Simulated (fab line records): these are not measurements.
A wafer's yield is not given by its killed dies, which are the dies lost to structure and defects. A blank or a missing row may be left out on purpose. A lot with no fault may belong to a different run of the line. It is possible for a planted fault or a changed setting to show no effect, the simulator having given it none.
Which of the tools did it? / flow gf180mcu / 13 lots, 39 wafers sampled, at 5 steps of a route of 602

WHAT EACH GAUGE READ, for each wafer
GF_M2_OVL_MEAS_15. Usual: M2_OVL typically reads 0 nm, with standard deviation 5.7.
lot=L719; measured=day 19 08:46; on=overlay-02; M2_OVL (nm)=4 -3 -2; flag=
lot=L720; measured=day 19 16:28; on=overlay-01; M2_OVL (nm)=19 -3 6; flag=
lot=L722; measured=day 20 03:44; on=overlay-01; M2_OVL (nm)=0 3 6; flag=
lot=L721; measured=day 20 04:16; on=overlay-01; M2_OVL (nm)=-5 0 0; flag=
lot=L723; measured=day 20 22:10; on=overlay-02; M2_OVL (nm)=1 -2 0; flag=
lot=L726; measured=day 21 13:38; on=overlay-02; M2_OVL (nm)=-8 -11 -4; flag=
lot=L727; measured=day 22 01:09; on=overlay-02; M2_OVL (nm)=-1 -3 1; flag=
lot=L728; measured=day 22 16:02; on=overlay-02; M2_OVL (nm)=7 2 -1; flag=
lot=L729; measured=day 22 18:19; on=overlay-01; M2_OVL (nm)=0 1 3; flag=
lot=L731; measured=day 23 11:12; on=overlay-01; M2_OVL (nm)=17 13 11; flag=
lot=L732; measured=day 23 20:33; on=overlay-01; M2_OVL (nm)=-4 -6 -5; flag=
lot=L734; measured=day 24 08:23; on=overlay-02; M2_OVL (nm)=3 7 2; flag=
lot=L741; measured=day 26 22:11; on=overlay-02; M2_OVL (nm)=-2 9 5; flag=

GF_V3_THK_MEAS_01. Usual: V3_CVD_00_THK typically reads 598 nm, with standard deviation 5.7.
lot=L719; measured=day 21 12:46; on=film-metro-01; V3_CVD_00_THK (nm)=589 602 599; flag=
lot=L720; measured=day 21 19:50; on=film-metro-01; V3_CVD_00_THK (nm)=594 592 591; flag=
lot=L722; measured=day 22 06:30; on=film-metro-01; V3_CVD_00_THK (nm)=595 600 591; flag=
lot=L721; measured=day 22 07:17; on=film-metro-02; V3_CVD_00_THK (nm)=600 602 593; flag=
lot=L723; measured=day 22 23:43; on=film-metro-02; V3_CVD_00_THK (nm)=592 595 603; flag=
lot=L726; measured=day 23 14:04; on=film-metro-04; V3_CVD_00_THK (nm)=597 595 596; flag=
lot=L727; measured=day 24 01:58; on=film-metro-04; V3_CVD_00_THK (nm)=605 603 597; flag=
lot=L728; measured=day 24 16:54; on=film-metro-02; V3_CVD_00_THK (nm)=597 592 594; flag=
lot=L729; measured=day 24 19:12; on=film-metro-04; V3_CVD_00_THK (nm)=603 607 611; flag=
lot=L731; measured=day 25 10:54; on=film-metro-01; V3_CVD_00_THK (nm)=585 591 591; flag=
lot=L732; measured=day 25 20:50; on=film-metro-02; V3_CVD_00_THK (nm)=900 606 598; flag=OFF
lot=L734; measured=day 26 08:08; on=film-metro-02; V3_CVD_00_THK (nm)=597 904 596; flag=OFF
lot=L741; measured=day 28 19:13; on=film-metro-02; V3_CVD_00_THK (nm)=605 594 598; flag=

GF_V3_CD_MEAS_14: target cd 260 nm. Usual: cd-nm 260.0 nm, standard deviation 1.4.
lot=L719; measured=day 22 12:19; on=cd-sem-01; cd-nm (nm)=260.9 259.5 259.3; flag=
lot=L720; measured=day 22 19:11; on=cd-sem-01; cd-nm (nm)=260.2 261.3 261.2; flag=
lot=L722; measured=day 23 05:58; on=cd-sem-02; cd-nm (nm)=263.6 263.6 262.6; flag=
lot=L721; measured=day 23 06:38; on=cd-sem-02; cd-nm (nm)=260.8 260.2 261.3; flag=
lot=L723; measured=day 23 22:26; on=cd-sem-02; cd-nm (nm)=259.4 259.6 259.1; flag=
lot=L726; measured=day 24 12:34; on=cd-sem-01; cd-nm (nm)=261.1 261.3 261.8; flag=
lot=L727; measured=day 25 00:40; on=cd-sem-02; cd-nm (nm)=259.4 260.3 259.9; flag=
lot=L728; measured=day 25 15:31; on=cd-sem-02; cd-nm (nm)=261.7 261.4 261.4; flag=
lot=L729; measured=day 25 17:44; on=cd-sem-01; cd-nm (nm)=259.5 260.3 260.2; flag=
lot=L731; measured=day 26 09:35; on=cd-sem-01; cd-nm (nm)=258.8 259.1 259.8; flag=
lot=L732; measured=day 26 18:29; on=cd-sem-02; cd-nm (nm)=258.8 259.9 259.6; flag=
lot=L734; measured=day 27 05:55; on=cd-sem-01; cd-nm (nm)=259.7 259.3 260.7; flag=
lot=L741; measured=day 29 14:46; on=cd-sem-02; cd-nm (nm)=259.1 259.6 259.0; flag=

GF_V3_OVL_MEAS_15. Usual: V3_OVL typically reads -3 nm, with standard deviation 5.3.
lot=L719; measured=day 22 12:26; on=overlay-01; V3_OVL (nm)=2 -4 -7; flag=
lot=L720; measured=day 22 19:18; on=overlay-02; V3_OVL (nm)=-11 -10 -11; flag=
lot=L722; measured=day 23 06:05; on=overlay-02; V3_OVL (nm)=-1 10 5; flag=
lot=L721; measured=day 23 06:45; on=overlay-02; V3_OVL (nm)=-5 2 -2; flag=
lot=L723; measured=day 23 22:33; on=overlay-02; V3_OVL (nm)=-3 -2 2; flag=
lot=L726; measured=day 24 12:41; on=overlay-01; V3_OVL (nm)=-6 -5 -7; flag=
lot=L727; measured=day 25 00:46; on=overlay-02; V3_OVL (nm)=-11 -9 -13; flag=
lot=L728; measured=day 25 15:38; on=overlay-01; V3_OVL (nm)=-7 1 6; flag=
lot=L729; measured=day 25 17:49; on=overlay-02; V3_OVL (nm)=-10 -5 -6; flag=
lot=L731; measured=day 26 09:42; on=overlay-02; V3_OVL (nm)=9 -1 0; flag=
lot=L732; measured=day 26 18:37; on=overlay-01; V3_OVL (nm)=2 -3 -2; flag=
lot=L734; measured=day 27 06:02; on=overlay-02; V3_OVL (nm)=-1 -10 -5; flag=
lot=L741; measured=day 29 14:53; on=overlay-02; V3_OVL (nm)=-9 -6 -8; flag=

WHICH TOOL RAN EACH LOT (tool, then ch and the chambers of the sampled wafers, then the start)
lot=L719; GF_V3_CVD_00=hdpcvd-02 ch 0,1,2, day 21 12:42
lot=L720; GF_V3_CVD_00=hdpcvd-01 ch 0,1,2, day 21 19:45
lot=L722; GF_V3_CVD_00=hdpcvd-02 ch 1,2, day 22 06:26
lot=L721; GF_V3_CVD_00=hdpcvd-01 ch 0,1,2, day 22 07:13
lot=L723; GF_V3_CVD_00=hdpcvd-01 ch 0,2, day 22 23:38
lot=L726; GF_V3_CVD_00=hdpcvd-02 ch 0,1,2, day 23 13:59
lot=L727; GF_V3_CVD_00=hdpcvd-02 ch 0,1,2, day 24 01:53
lot=L728; GF_V3_CVD_00=hdpcvd-01 ch 0,1,2, day 24 16:50
lot=L729; GF_V3_CVD_00=hdpcvd-02 ch 2, day 24 19:04
lot=L731; GF_V3_CVD_00=hdpcvd-01 ch 0,1, day 25 10:49
lot=L732; GF_V3_CVD_00=hdpcvd-02 ch 0,1, day 25 20:44
lot=L734; GF_V3_CVD_00=hdpcvd-02 ch 0,1,2, day 26 08:04
lot=L741; GF_V3_CVD_00=hdpcvd-01 ch 0,2, day 28 19:08
- GF_V3_CVD_00: deposits SiO2, target thk 600 nm, time 100 s.

WHAT THE TOOLS THEMSELVES READ (means of the sampled wafers that have a number; where no wafer has one, the mark that the record gives instead)
GF_V3_CVD_00. Usual: sih4-flow-sccm 59.98 sccm, standard deviation 0.18.
lot=L719; tool=hdpcvd-02; sih4-flow-sccm (sccm)=59.83; flag=
lot=L720; tool=hdpcvd-01; sih4-flow-sccm (sccm)=60.07; flag=
lot=L722; tool=hdpcvd-02; sih4-flow-sccm (sccm)=60.01; flag=
lot=L721; tool=hdpcvd-01; sih4-flow-sccm (sccm)=59.97; flag=
lot=L723; tool=hdpcvd-01; sih4-flow-sccm (sccm)=59.90; flag=
lot=L726; tool=hdpcvd-02; sih4-flow-sccm (sccm)=60.02; flag=
lot=L727; tool=hdpcvd-02; sih4-flow-sccm (sccm)=60.05; flag=
lot=L728; tool=hdpcvd-01; sih4-flow-sccm (sccm)=59.95; flag=
lot=L729; tool=hdpcvd-02; sih4-flow-sccm (sccm)=59.80; flag=
lot=L731; tool=hdpcvd-01; sih4-flow-sccm (sccm)=60.05; flag=
lot=L732; tool=hdpcvd-02; sih4-flow-sccm (sccm)=69.94; flag=OFF
lot=L734; tool=hdpcvd-02; sih4-flow-sccm (sccm)=70.04; flag=OFF
lot=L741; tool=hdpcvd-01; sih4-flow-sccm (sccm)=60.17; flag=

THE ANSWER, worked out from the rows above alone
Rule: a lot counts as off when the mean over its wafers that have a number is more than 3 standard deviations away from the usual mean. Also off: a lot with no number at a reading for which 4 or more lots have one. The other lots that the step has rows for count as sound. The gauges are gone through in route order, then the tools' own readings, and for those a lot's mean is taken as printed above. The first step at which some lot is off is used, and at that step the reading that is off furthest; a lot without a number counts as furthest.
Off: L732, L734, at GF_V3_THK_MEAS_01 (V3_CVD_00_THK).
A tool fits if, at a process step before that reading, it ran every lot that is off, and no sound lot after the first of them. Not tried: the gauges at GF_V3_THK_MEAS_01; whatever is off there is also off at GF_V3_CVD_00, on other tools, and gauge error can't account for it. One fits: GF_V3_CVD_00 on hdpcvd-02. A fault onset in the window from L729 (day 24 19:04, its last sound lot) to L732 (day 25 20:44, its first lot off) fits.
On the lots that are off, the tool's own readings at GF_V3_CVD_00 differ by more than 5 times the standard deviation of the sound lots' means, which bears it out; sih4-flow-sccm reads 69.99 sccm there versus 59.98 sccm on the sound lots.

WHAT THE SIMULATOR HAD PUT IN
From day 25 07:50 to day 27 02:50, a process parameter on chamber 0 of hdpcvd-02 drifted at GF_V3_CVD_00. From 60, the setting sih4-flow-sccm moved by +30. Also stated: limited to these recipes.
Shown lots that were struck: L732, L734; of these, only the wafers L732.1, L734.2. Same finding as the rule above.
